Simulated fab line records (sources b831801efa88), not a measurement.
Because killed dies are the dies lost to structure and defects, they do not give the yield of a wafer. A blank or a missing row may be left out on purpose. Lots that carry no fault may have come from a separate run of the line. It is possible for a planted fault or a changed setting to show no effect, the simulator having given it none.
Which of the tools did it? :: flow sky130 :: 6 lots with 17 wafers sampled at 5 steps, on a route of 708 steps

== WHAT THE GAUGES SHOWED, per wafer ==
SKY_VIA2_THK_MEAS_01.
lot: L415
measured: day 35 15:14
on: film_metro-02
VIA2_HDPCVD_THK (nm): 1179 1164 1183

lot: L417
measured: day 36 10:52
on: film_metro-04
VIA2_HDPCVD_THK (nm): 1189 1177 1175

lot: L420
measured: day 37 13:59
on: film_metro-01
VIA2_HDPCVD_THK (nm): 1190 1175 1184

lot: L422
measured: day 38 05:33
on: film_metro-01
VIA2_HDPCVD_THK (nm): 1178 1186 1162

lot: L426
measured: day 39 12:56
on: film_metro-02
VIA2_HDPCVD_THK (nm): 1197 1180 1184

lot: L435
measured: day 42 11:17
on: film_metro-01
VIA2_HDPCVD_THK (nm): 1176 2041

== WHAT TOOL EACH LOT RAN ON (gives the tool, then ch and the chambers of the sampled wafers, and finally the start) ==
lot: L415
SKY_CONTACT_CMP_27: cmp-02 ch 0,1,3, day 32 00:28
SKY_METAL1_SPUTTER_02: pvd_sputter-04, day 32 00:49
SKY_METAL1_SPUTTER_04: pvd_sputter-04, day 32 00:52
SKY_VIA2_HDPCVD_00: hdpcvd-01 ch 0,2, day 35 15:06

lot: L417
SKY_CONTACT_CMP_27: cmp-02 ch 0,2,3, day 32 21:02
SKY_METAL1_SPUTTER_02: pvd_sputter-04, day 32 21:23
SKY_METAL1_SPUTTER_04: pvd_sputter-04, day 32 21:26
SKY_VIA2_HDPCVD_00: hdpcvd-01 ch 0,1,2, day 36 10:44

lot: L420
SKY_CONTACT_CMP_27: cmp-01 ch 0,1,3, day 34 00:14
SKY_METAL1_SPUTTER_02: pvd_sputter-04, day 34 00:32
SKY_METAL1_SPUTTER_04: pvd_sputter-04, day 34 00:34
SKY_VIA2_HDPCVD_00: hdpcvd-01 ch 0,2, day 37 13:50

lot: L422
SKY_CONTACT_CMP_27: cmp-02 ch 0,2,3, day 34 17:11
SKY_METAL1_SPUTTER_02: pvd_sputter-03, day 34 17:32
SKY_METAL1_SPUTTER_04: pvd_sputter-03, day 34 17:34
SKY_VIA2_HDPCVD_00: hdpcvd-01 ch 0,2, day 38 05:25

lot: L426
SKY_CONTACT_CMP_27: cmp-02 ch 1,2, day 36 00:59
SKY_METAL1_SPUTTER_02: pvd_sputter-01, day 36 01:20
SKY_METAL1_SPUTTER_04: pvd_sputter-01, day 36 01:23
SKY_VIA2_HDPCVD_00: hdpcvd-01 ch 0,1,2, day 39 12:48

lot: L435
SKY_CONTACT_CMP_27: cmp-02 ch 3, day 39 04:14
SKY_METAL1_SPUTTER_02: pvd_sputter-03, day 39 04:32
SKY_METAL1_SPUTTER_04: pvd_sputter-03, day 39 04:34
SKY_VIA2_HDPCVD_00: hdpcvd-01 ch 0,1, day 42 11:08
- SKY_CONTACT_CMP_27: polishes, stops on SiO2, t overpolish 15 s, target thk 0 nm.
- SKY_METAL1_SPUTTER_02: material AlCu, target thk 250 nm, time 13.3 s.
- SKY_METAL1_SPUTTER_04: material TiN, target thk 70 nm, time 58.3 s.
- SKY_VIA2_HDPCVD_00: deposits SiO2, target thk 1180 nm, time 196.7 s.

== THE ANSWER, worked out from the rows above alone ==
Rule: usual is defined by the lots themselves. The widest of any qualifying gaps counts: lots, ordered by their means at a reading, are off when they make up no more than a third of the lots, leave a main group of 4 or more, and stand apart from it by 3 or more times the standard deviation of that group's means. A main group is skipped when, at the precision printed for the reading in the tables above, its means are all equal. A lot without any number at a reading at which 4 lots or more have one is off too. Any other lot the step has rows for is counted as sound.
Off: at SKY_VIA2_THK_MEAS_01 (VIA2_HDPCVD_THK), L435. The main group: mean 1180 nm, standard deviation 4.5.
If a tool, at a process step before that reading, ran all the lots that are off and no sound lot after the first of them, it fits. Gauges at SKY_VIA2_THK_MEAS_01: tried the same way as those tools. Can't be told from this: 4 tools fit, cmp-02 at SKY_CONTACT_CMP_27, pvd_sputter-03 at SKY_METAL1_SPUTTER_02 and SKY_METAL1_SPUTTER_04, hdpcvd-01 at SKY_VIA2_HDPCVD_00, film_metro-01 at SKY_VIA2_THK_MEAS_01.

== WHAT THE SIMULATOR HAD INSERTED ==
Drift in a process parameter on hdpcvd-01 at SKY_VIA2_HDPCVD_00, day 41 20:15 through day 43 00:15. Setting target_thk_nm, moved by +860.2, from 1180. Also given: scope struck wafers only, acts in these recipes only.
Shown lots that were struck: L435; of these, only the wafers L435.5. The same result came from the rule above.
